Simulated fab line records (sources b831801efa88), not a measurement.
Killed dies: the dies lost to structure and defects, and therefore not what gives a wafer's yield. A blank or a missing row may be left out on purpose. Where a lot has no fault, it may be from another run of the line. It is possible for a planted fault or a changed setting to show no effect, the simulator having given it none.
Matching of chambers / flow gf180mcu / GF_V4_CMP_04 on cmp-02: 4 sister chambers
The step polishes SiO2. 4 wafers are shown with their chamber, then 7 later ones without.

## WAFERS WITH THEIR CHAMBER
wafer=L362.1; chamber=1; motor current A (A)=10.5
wafer=L365.2; chamber=3; motor current A (A)=10.9
wafer=L368.3; chamber=2; motor current A (A)=11.2
wafer=L368.5; chamber=0; motor current A (A)=10.0

## WAFERS WITH NO CHAMBER GIVEN
wafer=L368.6; motor current A (A)=10.9
wafer=L369.1; motor current A (A)=10.4
wafer=L369.3; motor current A (A)=10.7
wafer=L369.4; motor current A (A)=11.6
wafer=L370.1; motor current A (A)=10.3
wafer=L370.3; motor current A (A)=11.6
wafer=L370.6; motor current A (A)=10.7

## WHICH CHAMBER EACH ONE RAN IN
wafer=L368.6; from the rows above=can't be placed: 3 or 2 or 1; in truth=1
wafer=L369.1; from the rows above=can't be placed: 1 or 0 or 3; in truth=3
wafer=L369.3; from the rows above=can't be placed: 1 or 3 or 2 or 0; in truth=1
wafer=L369.4; from the rows above=can't be placed: 2 or 3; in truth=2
wafer=L370.1; from the rows above=can't be placed: 1 or 0 or 3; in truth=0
wafer=L370.3; from the rows above=can't be placed: 2 or 3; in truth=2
wafer=L370.6; from the rows above=can't be placed: 1 or 3 or 2 or 0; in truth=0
Correct placement for 0 of the 7. From these rows, 7 cannot be placed; in 7 the true chamber is one of the candidates. Wrongly placed: 0.
How it was worked out, from the rows above alone: a wafer's distance from a chamber is the root of the sum, over the readings, of the square of ((its reading less the chamber's mean) divided by the reading's scatter). If the next closest chamber is less than 2 further off than the closest, the wafer can't be placed; otherwise it belongs to the closest. For every chamber, the mean is computed from those of its wafers that are shown. The scatter (one wafer shown for each chamber): square how far every hidden wafer sits from the nearest shown wafer, average those squares and take the square root.
